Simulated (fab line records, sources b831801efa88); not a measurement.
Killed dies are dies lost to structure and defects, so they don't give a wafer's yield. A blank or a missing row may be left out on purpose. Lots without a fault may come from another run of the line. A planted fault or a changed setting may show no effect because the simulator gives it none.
Which tool did it? | flow sky130 | 15 lots, 44 wafers sampled, at 2 steps of a route of 708

WHAT THE GAUGES READ, wafer by wafer
The record holds no reading of a measuring or inspecting step that can be judged against a usual standard deviation.

WHICH TOOL RAN EACH LOT (tool, then ch and the chambers of the sampled wafers, then the start)
lot  | SKY_VIA2_ETCH_14                   | SKY_PAD_OPEN_PROBE_99
L327 | rie_diel-01 ch 1,3, day 36 04:19   | -
L328 | rie_diel-01 ch 0,1,2, day 36 14:54 | -
L329 | rie_diel-01 ch 0,2, day 37 04:25   | -
L330 | rie_diel-01 ch 2, day 37 10:42     | prober-02, day 46 15:07
L338 | rie_diel-02 ch 0,1,2, day 39 23:40 | prober-01, day 48 16:53
L340 | rie_diel-04 ch 0,1, day 40 17:04   | -
L339 | rie_diel-01 ch 2,3, day 40 19:04   | -
L341 | rie_diel-01 ch 0,2,3, day 40 23:33 | -
L342 | rie_diel-01 ch 0,2, day 41 01:36   | prober-01, day 49 12:37
L344 | rie_diel-01 ch 0,2,3, day 42 00:04 | -
L345 | rie_diel-01 ch 1,2,3, day 42 02:03 | -
L346 | rie_diel-01 ch 0,2, day 42 08:55   | -
L347 | rie_diel-01 ch 1,3, day 42 14:46   | -
L348 | rie_diel-04 ch 0,1,3, day 42 23:54 | -
L349 | rie_diel-01 ch 0,1,2, day 43 03:36 | -
- SKY_VIA2_ETCH_14: etches BARC in N2/H2, stops on SiO2, time 45.9 s, target depth 60 nm.
- SKY_PAD_OPEN_PROBE_99

WHAT THE TOOLS THEMSELVES READ (means of the sampled wafers that have a number; where no wafer has one, the mark that the record gives instead)
SKY_VIA2_ETCH_14.
lot  | tool        | drypump_motor_current_A (A) | n2_flow_sccm (sccm) | oes_product_au (a.u.) | run_length_s (s) | throttle_valve_pct (%)
L327 | rie_diel-01 | 6.5                         | 100.22              | 0.853                 | 74.4             | 13.226
L328 | rie_diel-01 | 6.2                         | 100.07              | 0.871                 | 72.9             | 13.230
L329 | rie_diel-01 | 6.1                         | 100.02              | 0.867                 | 73.1             | 13.221
L330 | rie_diel-01 | 6.2                         | 99.75               | 0.869                 | 73.6             | 13.226
L338 | rie_diel-02 | 5.9                         | 99.90               | 0.857                 | 74.4             | 13.229
L340 | rie_diel-04 | 5.8                         | 100.05              | 0.852                 | 74.3             | 13.221
L339 | rie_diel-01 | 6.5                         | 100.05              | 0.857                 | 74.3             | 13.223
L341 | rie_diel-01 | 6.3                         | 100.06              | 0.854                 | 74.2             | 13.227
L342 | rie_diel-01 | 6.2                         | 100.10              | 0.855                 | 74.1             | 13.219
L344 | rie_diel-01 | 6.3                         | 100.08              | 0.860                 | 74.3             | 13.227
L345 | rie_diel-01 | 6.4                         | 100.12              | 0.856                 | 74.2             | 13.227
L346 | rie_diel-01 | 6.1                         | 99.88               | 0.851                 | 73.8             | 13.229
L347 | rie_diel-01 | 6.6                         | 99.94               | 0.852                 | 74.3             | 13.235
L348 | rie_diel-04 | 6.0                         | 99.76               | 0.856                 | 74.6             | 13.224
L349 | rie_diel-01 | 6.2                         | 100.03              | 0.855                 | 74.1             | 13.229

SKY_PAD_OPEN_PROBE_99.
lot  | tool      | defect_limited_yield (%) | killed_at_M0_to_M3 | killed_at_M4_up | killed_at_contacts | killed_at_front_end | killed_at_other | killed_dies | killed_open | killed_short | sort_bin_3_pad_short (%) | sort_bin_5_function (%) | sort_bin_6_memory (%) | sort_n_pass | sort_yield_pct (%)
L330 | prober-02 | 84.6                     | 36                 | 1.0             | 21                 | 18                  | 0.0             | 76          | 39          | 37           | 0.4                      | 9.3                     | 5.7                   | 416         | 84.6
L338 | prober-01 | 82.1                     | 45                 | 4.0             | 26                 | 13                  | 0.3             | 88          | 53          | 35           | 1.0                      | 10.9                    | 6.0                   | 404         | 82.1
L342 | prober-01 | 80.6                     | 51                 | 3.7             | 22                 | 19                  | 0.0             | 96          | 50          | 45           | 1.3                      | 11.3                    | 6.9                   | 396         | 80.6

THE ANSWER, worked out from the rows above alone
Rule: what is usual is taken from the lots themselves. Put in order of their means at a reading, lots are off if they are a third of the lots or fewer, leave a main group of 4 or more, and stand apart from it by a gap of 3 or more times the standard deviation of the main group's means; of several such gaps the widest counts. A main group whose means are all the same, to the digits that the tables above print for the reading, isn't used. A lot without any number at a reading at which 4 lots or more have one is off too. The other lots that the step has rows for count as sound. The gauges are gone through in route order, then the tools' own readings, and for those a lot's mean is taken as printed above. The first step at which some lot is off is used, and at that step the reading that is off furthest; a lot without a number counts as furthest.
No lot is off at any reading shown: from this, nothing can be told.

WHAT THE SIMULATOR HAD PUT IN
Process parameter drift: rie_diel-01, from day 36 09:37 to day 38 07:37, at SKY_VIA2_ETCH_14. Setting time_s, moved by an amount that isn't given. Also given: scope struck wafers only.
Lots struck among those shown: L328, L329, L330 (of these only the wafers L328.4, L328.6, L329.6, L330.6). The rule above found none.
